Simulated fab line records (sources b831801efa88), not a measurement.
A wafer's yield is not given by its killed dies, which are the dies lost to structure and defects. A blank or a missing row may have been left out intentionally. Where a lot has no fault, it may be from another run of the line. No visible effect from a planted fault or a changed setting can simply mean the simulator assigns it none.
Which tool is to blame? / flow sfqLine / 42 wafers from 14 lots sampled at 6 of the route's 325 steps

== WHAT EACH GAUGE READ, for each wafer ==
SFQ_M7_RS_MEAS_943: measures by four-point-probe. Usual: M7_NB_RS gives 0.884 ohm/sq (standard deviation 0.0098).
lot=L838; measured=day 77 03:20; on=filmMetro-02; M7_NB_RS (ohm/sq)=0.888 0.897 0.888; flag=
lot=L839; measured=day 77 04:28; on=filmMetro-04; M7_NB_RS (ohm/sq)=0.870 0.872 0.870; flag=
lot=L840; measured=day 78 21:50; on=filmMetro-02; M7_NB_RS (ohm/sq)=0.875 0.872 0.880; flag=
lot=L841; measured=day 79 00:14; on=filmMetro-01; M7_NB_RS (ohm/sq)=0.876 0.891 0.884; flag=
lot=L842; measured=day 79 03:59; on=filmMetro-02; M7_NB_RS (ohm/sq)=0.903 0.894 0.909; flag=
lot=L843; measured=day 79 07:35; on=filmMetro-02; M7_NB_RS (ohm/sq)=0.895 0.895 0.903; flag=
lot=L844; measured=day 79 13:33; on=filmMetro-02; M7_NB_RS (ohm/sq)=0.882 0.883 0.887; flag=
lot=L845; measured=day 79 19:28; on=filmMetro-01; M7_NB_RS (ohm/sq)=0.880 0.889 0.887; flag=
lot=L847; measured=day 80 00:17; on=filmMetro-01; M7_NB_RS (ohm/sq)=1.130 0.895 0.880; flag=OFF
lot=L849; measured=day 80 09:56; on=filmMetro-02; M7_NB_RS (ohm/sq)=0.889 0.884 1.125; flag=OFF
lot=L854; measured=day 81 16:01; on=filmMetro-02; M7_NB_RS (ohm/sq)=0.892 0.894 0.892; flag=
lot=L856; measured=day 81 23:20; on=filmMetro-02; M7_NB_RS (ohm/sq)=0.880 0.889 0.884; flag=
lot=L858; measured=day 82 05:17; on=filmMetro-01; M7_NB_RS (ohm/sq)=0.876 0.872 0.866; flag=
lot=L860; measured=day 82 08:55; on=filmMetro-01; M7_NB_RS (ohm/sq)=0.876 0.877 0.893; flag=

SFQ_I7_OVL_MEAS_947. Usual: I7_OVL gives -3 nm (standard deviation 5.1).
lot=L838; measured=day 81 02:52; on=overlay-01; I7_OVL (nm)=-3 -4 0; flag=
lot=L839; measured=day 81 05:25; on=overlay-01; I7_OVL (nm)=-11 -7 -5; flag=
lot=L840; measured=day 83 08:29; on=overlay-01; I7_OVL (nm)=1 -3 -3; flag=
lot=L841; measured=day 83 10:53; on=overlay-01; I7_OVL (nm)=1 -2 -4; flag=
lot=L842; measured=day 84 00:31; on=overlay-02; I7_OVL (nm)=-6 -9 0; flag=
lot=L843; measured=day 84 05:19; on=overlay-02; I7_OVL (nm)=4 0 1; flag=
lot=L844; measured=day 84 07:43; on=overlay-02; I7_OVL (nm)=-10 -14 -11; flag=
lot=L845; measured=day 84 13:31; on=overlay-02; I7_OVL (nm)=4 4 -3; flag=
lot=L847; measured=day 84 19:31; on=overlay-02; I7_OVL (nm)=-13 -16 -15; flag=
lot=L849; measured=day 85 05:07; on=overlay-01; I7_OVL (nm)=-7 -12 -10; flag=
lot=L854; measured=day 86 03:55; on=overlay-01; I7_OVL (nm)=-8 -10 -7; flag=
lot=L856; measured=day 86 09:55; on=overlay-01; I7_OVL (nm)=1 6 6; flag=
lot=L858; measured=day 86 14:43; on=overlay-01; I7_OVL (nm)=-6 -8 -7; flag=
lot=L860; measured=day 86 20:43; on=overlay-01; I7_OVL (nm)=-1 -8 1; flag=

== TOOL THAT RAN EACH LOT (tool first, then ch and the chambers of the sampled wafers, then the start) ==
lot=L838; SFQ_TRILAYER_I6_DEP_PECVD_165=pecvd-04 ch 0,1,2, day 72 00:34; SFQ_TRILAYER_M7_DEP_SPUTTER_175=pvdSputter-04, day 77 03:11; SFQ_TRILAYER_M7_ETCH_METAL_ETCH_180=rieMetal-01 ch 0,1, day 80 18:34; SFQ_TRILAYER_I7_DEP_PECVD_183=pecvd-04 ch 0,1,2, day 80 19:31
lot=L839; SFQ_TRILAYER_I6_DEP_PECVD_165=pecvd-03 ch 0,1,2, day 72 01:43; SFQ_TRILAYER_M7_DEP_SPUTTER_175=pvdSputter-06, day 77 04:23; SFQ_TRILAYER_M7_ETCH_METAL_ETCH_180=rieMetal-02 ch 0,1, day 80 19:44; SFQ_TRILAYER_I7_DEP_PECVD_183=pecvd-01 ch 0,1,2, day 80 20:38
lot=L840; SFQ_TRILAYER_I6_DEP_PECVD_165=pecvd-04 ch 0,2, day 73 20:04; SFQ_TRILAYER_M7_DEP_SPUTTER_175=pvdSputter-06, day 78 21:44; SFQ_TRILAYER_M7_ETCH_METAL_ETCH_180=rieMetal-02 ch 0,1, day 82 22:19; SFQ_TRILAYER_I7_DEP_PECVD_183=pecvd-01 ch 0,1, day 82 23:13
lot=L841; SFQ_TRILAYER_I6_DEP_PECVD_165=pecvd-02 ch 0,1, day 73 22:28; SFQ_TRILAYER_M7_DEP_SPUTTER_175=pvdSputter-03, day 79 00:08; SFQ_TRILAYER_M7_ETCH_METAL_ETCH_180=rieMetal-01 ch 0,1, day 82 23:31; SFQ_TRILAYER_I7_DEP_PECVD_183=pecvd-03 ch 1,2, day 83 00:25
lot=L842; SFQ_TRILAYER_I6_DEP_PECVD_165=pecvd-04 ch 1,2, day 74 02:04; SFQ_TRILAYER_M7_DEP_SPUTTER_175=pvdSputter-04, day 79 03:52; SFQ_TRILAYER_M7_ETCH_METAL_ETCH_180=rieMetal-02 ch 0,1, day 83 05:33; SFQ_TRILAYER_I7_DEP_PECVD_183=pecvd-01 ch 0,1, day 83 06:26
lot=L843; SFQ_TRILAYER_I6_DEP_PECVD_165=pecvd-02 ch 0,2, day 74 06:52; SFQ_TRILAYER_M7_DEP_SPUTTER_175=pvdSputter-06, day 79 07:28; SFQ_TRILAYER_M7_ETCH_METAL_ETCH_180=rieMetal-02 ch 0,1, day 83 09:09; SFQ_TRILAYER_I7_DEP_PECVD_183=pecvd-01 ch 0,1, day 83 10:01
lot=L844; SFQ_TRILAYER_I6_DEP_PECVD_165=pecvd-02 ch 1,2, day 74 11:15; SFQ_TRILAYER_M7_DEP_SPUTTER_175=pvdSputter-03, day 79 13:28; SFQ_TRILAYER_M7_ETCH_METAL_ETCH_180=rieMetal-02 ch 1, day 83 13:55; SFQ_TRILAYER_I7_DEP_PECVD_183=pecvd-04 ch 0,2, day 83 14:49
lot=L845; SFQ_TRILAYER_I6_DEP_PECVD_165=pecvd-03 ch 0,1,2, day 74 15:16; SFQ_TRILAYER_M7_DEP_SPUTTER_175=pvdSputter-06, day 79 19:22; SFQ_TRILAYER_M7_ETCH_METAL_ETCH_180=rieMetal-02 ch 0,1, day 83 20:43; SFQ_TRILAYER_I7_DEP_PECVD_183=pecvd-04 ch 0,1,2, day 83 21:37
lot=L847; SFQ_TRILAYER_I6_DEP_PECVD_165=pecvd-03 ch 0,1,2, day 74 20:51; SFQ_TRILAYER_M7_DEP_SPUTTER_175=pvdSputter-03, day 80 00:11; SFQ_TRILAYER_M7_ETCH_METAL_ETCH_180=rieMetal-02 ch 0,1, day 84 01:31; SFQ_TRILAYER_I7_DEP_PECVD_183=pecvd-03 ch 0,2, day 84 02:25
lot=L849; SFQ_TRILAYER_I6_DEP_PECVD_165=pecvd-02 ch 0,1, day 75 15:16; SFQ_TRILAYER_M7_DEP_SPUTTER_175=pvdSputter-03, day 80 09:50; SFQ_TRILAYER_M7_ETCH_METAL_ETCH_180=rieMetal-04 ch 0,1, day 84 12:07; SFQ_TRILAYER_I7_DEP_PECVD_183=pecvd-04 ch 0,1, day 84 13:01
lot=L854; SFQ_TRILAYER_I6_DEP_PECVD_165=pecvd-02 ch 1,2, day 77 01:59; SFQ_TRILAYER_M7_DEP_SPUTTER_175=pvdSputter-06, day 81 15:55; SFQ_TRILAYER_M7_ETCH_METAL_ETCH_180=rieMetal-04 ch 0,1, day 85 17:50; SFQ_TRILAYER_I7_DEP_PECVD_183=pecvd-03 ch 0,1, day 85 18:44
lot=L856; SFQ_TRILAYER_I6_DEP_PECVD_165=pecvd-02 ch 0,2, day 77 14:05; SFQ_TRILAYER_M7_DEP_SPUTTER_175=pvdSputter-06, day 81 23:14; SFQ_TRILAYER_M7_ETCH_METAL_ETCH_180=rieMetal-04 ch 0,1, day 85 23:41; SFQ_TRILAYER_I7_DEP_PECVD_183=pecvd-03 ch 1,2, day 86 00:49
lot=L858; SFQ_TRILAYER_I6_DEP_PECVD_165=pecvd-04 ch 0,2, day 77 17:41; SFQ_TRILAYER_M7_DEP_SPUTTER_175=pvdSputter-04, day 82 05:12; SFQ_TRILAYER_M7_ETCH_METAL_ETCH_180=rieMetal-04 ch 0,1, day 86 03:17; SFQ_TRILAYER_I7_DEP_PECVD_183=pecvd-03 ch 1,2, day 86 04:25
lot=L860; SFQ_TRILAYER_I6_DEP_PECVD_165=pecvd-03 ch 0,1,2, day 78 04:58; SFQ_TRILAYER_M7_DEP_SPUTTER_175=pvdSputter-06, day 82 08:48; SFQ_TRILAYER_M7_ETCH_METAL_ETCH_180=rieMetal-02 ch 0,1, day 86 06:52; SFQ_TRILAYER_I7_DEP_PECVD_183=pecvd-01 ch 0,1,2, day 86 07:46
- SFQ_TRILAYER_I6_DEP_PECVD_165: deposits SiO2 from SiH4/N2O, time 111.11 s, target thk 500 nm.
- SFQ_TRILAYER_M7_DEP_SPUTTER_175: material Nb, target thk 200 nm, time 133.3 s.
- SFQ_TRILAYER_M7_ETCH_METAL_ETCH_180: etches Nb in Cl2/Ar, stops on SiO2, target depth 240 nm, time 120 s.
- SFQ_TRILAYER_I7_DEP_PECVD_183: deposits SiO2 from SiH4/N2O, time 111.11 s, target thk 500 nm.

== WHAT THE TOOLS THEMSELVES READ (means of the sampled wafers that have a number; where no wafer has one, the mark that the record gives instead) ==
SFQ_TRILAYER_I6_DEP_PECVD_165. Usual: heaterPowerW 87 W, standard deviation 14; throttleValvePct 24.3 %, standard deviation 0.98.
lot=L838; tool=pecvd-04; heaterPowerW (W)=87; throttleValvePct (%)=24.9; flag=
lot=L839; tool=pecvd-03; heaterPowerW (W)=81; throttleValvePct (%)=22.9; flag=
lot=L840; tool=pecvd-04; heaterPowerW (W)=83; throttleValvePct (%)=25.4; flag=
lot=L841; tool=pecvd-02; heaterPowerW (W)=96; throttleValvePct (%)=24.7; flag=
lot=L842; tool=pecvd-04; heaterPowerW (W)=84; throttleValvePct (%)=25.6; flag=
lot=L843; tool=pecvd-02; heaterPowerW (W)=83; throttleValvePct (%)=24.4; flag=
lot=L844; tool=pecvd-02; heaterPowerW (W)=82; throttleValvePct (%)=24.5; flag=
lot=L845; tool=pecvd-03; heaterPowerW (W)=85; throttleValvePct (%)=23.0; flag=
lot=L847; tool=pecvd-03; heaterPowerW (W)=80; throttleValvePct (%)=23.2; flag=
lot=L849; tool=pecvd-02; heaterPowerW (W)=90; throttleValvePct (%)=24.9; flag=
lot=L854; tool=pecvd-02; heaterPowerW (W)=83; throttleValvePct (%)=24.6; flag=
lot=L856; tool=pecvd-02; heaterPowerW (W)=90; throttleValvePct (%)=24.9; flag=
lot=L858; tool=pecvd-04; heaterPowerW (W)=87; throttleValvePct (%)=25.4; flag=
lot=L860; tool=pecvd-03; heaterPowerW (W)=89; throttleValvePct (%)=23.3; flag=

SFQ_TRILAYER_M7_DEP_SPUTTER_175. Usual: basePressurePa 1.33e-06 Pa, standard deviation 9.3e-08; throttleValvePct 30.1 %, standard deviation 0.94.
lot=L838; tool=pvdSputter-04; basePressurePa (Pa)=1.33e-06; throttleValvePct (%)=29.6; flag=
lot=L839; tool=pvdSputter-06; basePressurePa (Pa)=1.36e-06; throttleValvePct (%)=29.8; flag=
lot=L840; tool=pvdSputter-06; basePressurePa (Pa)=1.41e-06; throttleValvePct (%)=29.7; flag=
lot=L841; tool=pvdSputter-03; basePressurePa (Pa)=1.34e-06; throttleValvePct (%)=30.3; flag=
lot=L842; tool=pvdSputter-04; basePressurePa (Pa)=1.37e-06; throttleValvePct (%)=29.4; flag=
lot=L843; tool=pvdSputter-06; basePressurePa (Pa)=1.40e-06; throttleValvePct (%)=29.7; flag=
lot=L844; tool=pvdSputter-03; basePressurePa (Pa)=1.33e-06; throttleValvePct (%)=30.4; flag=
lot=L845; tool=pvdSputter-06; basePressurePa (Pa)=1.33e-06; throttleValvePct (%)=29.9; flag=
lot=L847; tool=pvdSputter-03; basePressurePa (Pa)=1.27e-06; throttleValvePct (%)=30.5; flag=
lot=L849; tool=pvdSputter-03; basePressurePa (Pa)=1.24e-06; throttleValvePct (%)=30.4; flag=
lot=L854; tool=pvdSputter-06; basePressurePa (Pa)=1.31e-06; throttleValvePct (%)=29.7; flag=
lot=L856; tool=pvdSputter-06; basePressurePa (Pa)=1.27e-06; throttleValvePct (%)=28.5; flag=
lot=L858; tool=pvdSputter-04; basePressurePa (Pa)=1.23e-06; throttleValvePct (%)=30.0; flag=
lot=L860; tool=pvdSputter-06; basePressurePa (Pa)=1.34e-06; throttleValvePct (%)=29.9; flag=

SFQ_TRILAYER_M7_ETCH_METAL_ETCH_180. Usual: drypumpMotorCurrentA 5.66 A, standard deviation 0.14; oesProductAu 0.898 a.u., standard deviation 0.0078.
lot=L838; tool=rieMetal-01; drypumpMotorCurrentA (A)=5.72; oesProductAu (a.u.)=0.892; flag=
lot=L839; tool=rieMetal-02; drypumpMotorCurrentA (A)=5.71; oesProductAu (a.u.)=0.912; flag=
lot=L840; tool=rieMetal-02; drypumpMotorCurrentA (A)=5.66; oesProductAu (a.u.)=0.899; flag=
lot=L841; tool=rieMetal-01; drypumpMotorCurrentA (A)=5.47; oesProductAu (a.u.)=0.889; flag=
lot=L842; tool=rieMetal-02; drypumpMotorCurrentA (A)=5.73; oesProductAu (a.u.)=0.887; flag=
lot=L843; tool=rieMetal-02; drypumpMotorCurrentA (A)=5.72; oesProductAu (a.u.)=0.890; flag=
lot=L844; tool=rieMetal-02; drypumpMotorCurrentA (A)=5.78; oesProductAu (a.u.)=0.895; flag=
lot=L845; tool=rieMetal-02; drypumpMotorCurrentA (A)=5.71; oesProductAu (a.u.)=0.896; flag=
lot=L847; tool=rieMetal-02; drypumpMotorCurrentA (A)=5.65; oesProductAu (a.u.)=0.868; flag=OFF
lot=L849; tool=rieMetal-04; drypumpMotorCurrentA (A)=5.64; oesProductAu (a.u.)=0.864; flag=OFF
lot=L854; tool=rieMetal-04; drypumpMotorCurrentA (A)=5.61; oesProductAu (a.u.)=0.896; flag=
lot=L856; tool=rieMetal-04; drypumpMotorCurrentA (A)=5.64; oesProductAu (a.u.)=0.899; flag=
lot=L858; tool=rieMetal-04; drypumpMotorCurrentA (A)=5.61; oesProductAu (a.u.)=0.902; flag=
lot=L860; tool=rieMetal-02; drypumpMotorCurrentA (A)=5.72; oesProductAu (a.u.)=0.903; flag=

SFQ_TRILAYER_I7_DEP_PECVD_183. Usual: heaterPowerW 87 W, standard deviation 14; throttleValvePct 25.0 %, standard deviation 1.4.
lot=L838; tool=pecvd-04; heaterPowerW (W)=89; throttleValvePct (%)=24.9; flag=
lot=L839; tool=pecvd-01; heaterPowerW (W)=87; throttleValvePct (%)=25.8; flag=
lot=L840; tool=pecvd-01; heaterPowerW (W)=91; throttleValvePct (%)=26.1; flag=
lot=L841; tool=pecvd-03; heaterPowerW (W)=103; throttleValvePct (%)=23.6; flag=
lot=L842; tool=pecvd-01; heaterPowerW (W)=92; throttleValvePct (%)=26.0; flag=
lot=L843; tool=pecvd-01; heaterPowerW (W)=81; throttleValvePct (%)=27.0; flag=
lot=L844; tool=pecvd-04; heaterPowerW (W)=91; throttleValvePct (%)=25.3; flag=
lot=L845; tool=pecvd-04; heaterPowerW (W)=94; throttleValvePct (%)=24.7; flag=
lot=L847; tool=pecvd-03; heaterPowerW (W)=98; throttleValvePct (%)=23.2; flag=
lot=L849; tool=pecvd-04; heaterPowerW (W)=88; throttleValvePct (%)=24.1; flag=
lot=L854; tool=pecvd-03; heaterPowerW (W)=63; throttleValvePct (%)=24.0; flag=
lot=L856; tool=pecvd-03; heaterPowerW (W)=85; throttleValvePct (%)=24.2; flag=
lot=L858; tool=pecvd-03; heaterPowerW (W)=102; throttleValvePct (%)=23.8; flag=
lot=L860; tool=pecvd-01; heaterPowerW (W)=85; throttleValvePct (%)=25.9; flag=

== THE ANSWER, worked out from the rows above alone ==
Rule: a lot is off if the mean of its wafers that have a number lies more than 3 standard deviations from the usual mean. Also off: a lot with no number at a reading for which 4 or more lots have one. Any other lot the step has rows for is counted as sound. The gauges are gone through in route order, then the tools' own readings, and for those a lot's mean is taken as printed above. The first step at which some lot is off is used, and at that step the reading that is off furthest; a lot without a number counts as furthest.
Off: at SFQ_M7_RS_MEAS_943 (M7_NB_RS), L847, L849.
A tool fits if, at a process step before that reading, it ran every lot that is off, and no sound lot after the first of them. Not tried: the gauges at SFQ_M7_RS_MEAS_943; whatever is off there is also off at SFQ_TRILAYER_M7_ETCH_METAL_ETCH_180, on other tools, and gauge error can't account for it. One fits: pvdSputter-03 at SFQ_TRILAYER_M7_DEP_SPUTTER_175. Its last sound lot is L844 (day 79 13:28), its first lot that is off L847 (day 80 00:11): a fault that began between those two fits.

== WHAT THE SIMULATOR PUT IN ==
Site profile drift: pvdSputter-03, from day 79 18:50 on, at SFQ_TRILAYER_M7_DEP_SPUTTER_175. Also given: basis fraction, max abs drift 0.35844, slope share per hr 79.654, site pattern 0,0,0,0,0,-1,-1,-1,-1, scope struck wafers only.
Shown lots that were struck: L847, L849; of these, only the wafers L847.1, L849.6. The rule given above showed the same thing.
